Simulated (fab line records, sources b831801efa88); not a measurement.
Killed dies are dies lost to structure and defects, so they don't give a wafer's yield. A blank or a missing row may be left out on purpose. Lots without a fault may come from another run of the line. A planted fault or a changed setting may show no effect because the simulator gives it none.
Tool commonality check | flow gf180mcu | 12 lots, 45 wafers sampled

WHY IT WAS OPENED
At GF_V5_CD_MEAS_14 the reading cd_nm is flagged on 3 of 12 lots. Wafers without a fault read 260.4 nm, standard deviation 1.1.
Rule: a lot is flagged when every wafer of it that has a number lies more than 4 standard deviations from that mean, or none has a number. The other lots count as sound.

lot  | measured     | on        | cd_nm (nm), wafer by wafer          | flag
L966 | day 27 01:46 | cd_sem-01 | 261.6 261.2 261.4                   |
L968 | day 27 21:14 | cd_sem-01 | 258.9 260.6 259.7                   |
L972 | day 29 04:16 | cd_sem-02 | 260.5 260.6 259.9                   |
L973 | day 29 13:04 | cd_sem-02 | 260.1 259.0 260.8                   |
L976 | day 30 08:46 | cd_sem-02 | 263.2 261.8 261.9                   |
L980 | day 31 19:24 | cd_sem-01 | 248.4 249.0 248.0 248.8 249.0 248.0 | FLAGGED
L981 | day 32 00:05 | cd_sem-02 | 248.5 248.9 249.2 248.0 248.8 249.0 | FLAGGED
L982 | day 32 01:28 | cd_sem-02 | 259.7 258.0 259.2                   |
L983 | day 32 05:32 | cd_sem-02 | 246.6 246.4 247.4 246.4 246.7 247.6 | FLAGGED
L986 | day 32 21:56 | cd_sem-01 | 261.0 259.9 258.8                   |
L985 | day 32 23:25 | cd_sem-02 | 260.3 261.9 260.6                   |
L988 | day 33 08:46 | cd_sem-02 | 260.0 259.2 259.3                   |
The numbers of the flagged lots are 248.0 nm on average: -12.4 nm against the usual, or -11 standard deviations.

WHICH TOOL RAN EACH LOT
The record holds 2 process steps before the reading, out of a route of 602 steps. In each cell: the tool, then ch and the chambers that the sampled wafers went through, then the start.
lot  | flag    | GF_M5_METAL_ETCH_10               | GF_V5_SOFTBAKE_10
L966 |         | rie_metal-04 ch 0,1, day 26 04:44 | litho_track-02 ch 0, day 26 16:00
L968 |         | rie_metal-02 ch 0,1, day 27 00:14 | litho_track-03 ch 0, day 27 11:00
L972 |         | rie_metal-03 ch 0,1, day 28 08:11 | litho_track-02 ch 0, day 28 18:00
L973 |         | rie_metal-03 ch 0,1, day 28 16:44 | litho_track-04 ch 0, day 29 03:00
L976 |         | rie_metal-04 ch 0,1, day 29 13:03 | litho_track-04 ch 0, day 29 23:00
L980 | FLAGGED | rie_metal-02 ch 0,1, day 31 01:14 | litho_track-02 ch 0, day 31 10:00
L981 | FLAGGED | rie_metal-02 ch 0,1, day 31 04:53 | litho_track-02 ch 0, day 31 14:00
L982 |         | rie_metal-04 ch 0,1, day 31 06:45 | litho_track-03 ch 0, day 31 16:00
L983 | FLAGGED | rie_metal-02 ch 0,1, day 31 11:15 | litho_track-02 ch 0, day 31 21:00
L986 |         | rie_metal-04 ch 0,1, day 32 04:16 | litho_track-04 ch 0, day 32 13:00
L985 |         | rie_metal-04 ch 0,1, day 32 05:44 | litho_track-03 ch 0, day 32 15:00
L988 |         | rie_metal-02 ch 0,1, day 32 15:23 | litho_track-03 ch 0, day 33 00:00
What these steps do:
- GF_M5_METAL_ETCH_10: etches the open film in Cl2/BCl3, stops on SiO2, target depth 627.5 nm, time 104.6 s.
- GF_V5_SOFTBAKE_10: time 60 s.
- GF_V5_CD_MEAS_14: target cd 260 nm.

FLAGGED OVER TOTAL, TOOL BY TOOL (the gauges that took the reading come last)
step                | tool           | lots run | flagged | share of the flagged lots | sound lots run after its first flagged lot
GF_M5_METAL_ETCH_10 | rie_metal-02   | 5        | 3       | all                       | 1 (L988)
GF_M5_METAL_ETCH_10 | rie_metal-03   | 2        | 0       | none                      | -
GF_M5_METAL_ETCH_10 | rie_metal-04   | 5        | 0       | none                      | -
GF_V5_SOFTBAKE_10   | litho_track-02 | 5        | 3       | all                       | 0
GF_V5_SOFTBAKE_10   | litho_track-03 | 4        | 0       | none                      | -
GF_V5_SOFTBAKE_10   | litho_track-04 | 3        | 0       | none                      | -
GF_V5_CD_MEAS_14    | cd_sem-01      | 4        | 1       | some                      | 1 (L986)
GF_V5_CD_MEAS_14    | cd_sem-02      | 8        | 2       | some                      | 3 (L982,L985,L988)

WHAT THE TABLE ALLOWS
2 rows of the table ran every flagged lot: rie_metal-02 at GF_M5_METAL_ETCH_10, litho_track-02 at GF_V5_SOFTBAKE_10.
- rie_metal-02 at GF_M5_METAL_ETCH_10: 3 of its 5 lots flagged. Sound lots ran on it after the first flagged one (L988), which a lasting fault on the whole tool wouldn't allow.
- litho_track-02 at GF_V5_SOFTBAKE_10: 3 of its 5 lots flagged. Its last sound lot is L972 (day 28 18:00), its first flagged lot L980 (day 31 10:00): a fault that began between those two fits. Its own readings lie more than 4 standard deviations out on every wafer of the flagged lots: heater_power_total_W, run_length_s.
One tool is left: litho_track-02 at GF_V5_SOFTBAKE_10.

WHAT THE SIMULATOR HAD PUT IN
Process parameter drift: litho_track-02, from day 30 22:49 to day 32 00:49, at GF_V5_SOFTBAKE_10. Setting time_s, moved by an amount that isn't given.
Lots struck among those shown: L980, L981, L983. The rule above found the same.
